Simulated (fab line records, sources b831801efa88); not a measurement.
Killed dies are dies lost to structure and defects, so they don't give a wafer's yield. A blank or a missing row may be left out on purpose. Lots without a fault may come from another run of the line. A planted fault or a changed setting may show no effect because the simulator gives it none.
Chamber matching | flow sky130 | SKY_VIA1_ETCH_15 on rie_diel-04: 4 sister chambers
The step etches SiO2 in C4F8/O2/Ar, stops on TiN, target depth 351 nm, time 54 s. 22 wafers are shown with their chamber, then 11 later ones without.

WAFERS WITH THEIR CHAMBER
wafer  | chamber | oes_product_au (a.u.) | chamber_pressure_mTorr (mTorr)
L074.1 | 2       | 0.978                 | 40.00
L074.2 | 1       | 0.985                 | 40.05
L074.3 | 3       | 0.981                 | 40.02
L075.1 | 2       | 0.979                 | 40.02
L075.3 | 3       | 0.984                 | 40.05
L075.6 | 1       | 0.986                 | 40.00
L076.4 | 1       | 0.988                 | 39.99
L076.5 | 3       | 0.986                 | 40.03
L076.6 | 2       | 0.985                 | 40.01
L080.1 | 0       | 0.967                 | 40.00
L080.2 | 2       | 0.972                 | 39.93
L080.5 | 3       | 0.985                 | 39.94
L079.2 | 2       | 0.973                 | 40.01
L079.3 | 1       | 0.979                 | 39.98
L079.6 | 0       | 0.980                 | 40.04
L083.3 | 1       | 0.988                 | 39.97
L083.4 | 2       | 0.982                 | 40.00
L083.5 | 2       | 0.980                 | 39.95
L085.1 | 3       | 0.984                 | 39.96
L085.4 | 2       | 0.980                 | 40.00
L085.5 | 2       | 0.982                 | 40.10
L086.2 | 0       | 0.970                 | 39.92

SIGNATURES (means of the wafers above)
reading                | chamber 0 | chamber 1 | chamber 2 | chamber 3 | scatter within a chamber
oes_product_au         | 0.97233   | 0.98520   | 0.97900   | 0.98400   | 0.00411
chamber_pressure_mTorr | 39.9867   | 39.9980   | 40.0022   | 40.0000   | 0.0461
Rule: a wafer's distance from a chamber is the root of the sum, over the readings, of the square of ((its reading less the chamber's mean) divided by the reading's scatter). The wafer belongs to the nearest chamber; if the next one is less than 2 further off, it can't be placed. The scatter: the root of (the sum of the squares of (reading less its chamber's mean) over the shown wafers, divided by (wafers less chambers)).

WAFERS WITHOUT THEIR CHAMBER
wafer  | oes_product_au (a.u.) | chamber_pressure_mTorr (mTorr)
L086.3 | 0.981                 | 40.02
L086.4 | 0.973                 | 40.06
L094.2 | 0.977                 | 39.99
L094.3 | 0.981                 | 39.95
L094.5 | 0.987                 | 40.00
L093.1 | 0.988                 | 40.06
L093.3 | 0.982                 | 39.97
L093.5 | 0.978                 | 40.03
L096.1 | 0.982                 | 40.03
L096.2 | 0.971                 | 39.96
L096.4 | 0.973                 | 40.03

WHICH CHAMBER EACH WENT THROUGH
wafer  | from the rows above               | in truth
L086.3 | can't be placed: 2 or 3 or 1 or 0 | 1
L086.4 | can't be placed: 0 or 2 or 3 or 1 | 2
L094.2 | can't be placed: 2 or 0 or 3 or 1 | 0
L094.3 | can't be placed: 2 or 3 or 1 or 0 | 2
L094.5 | can't be placed: 1 or 3 or 2      | 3
L093.1 | can't be placed: 1 or 3 or 2      | 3
L093.3 | can't be placed: 3 or 1 or 2 or 0 | 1
L093.5 | can't be placed: 2 or 3 or 0 or 1 | 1
L096.1 | can't be placed: 3 or 2 or 1 or 0 | 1
L096.2 | can't be placed: 0 or 2           | 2
L096.4 | can't be placed: 0 or 2 or 3      | 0
Placed correctly: 0 of 11. Can't be placed from these rows: 11 (the true chamber is among the candidates in 11). Placed wrongly: 0.
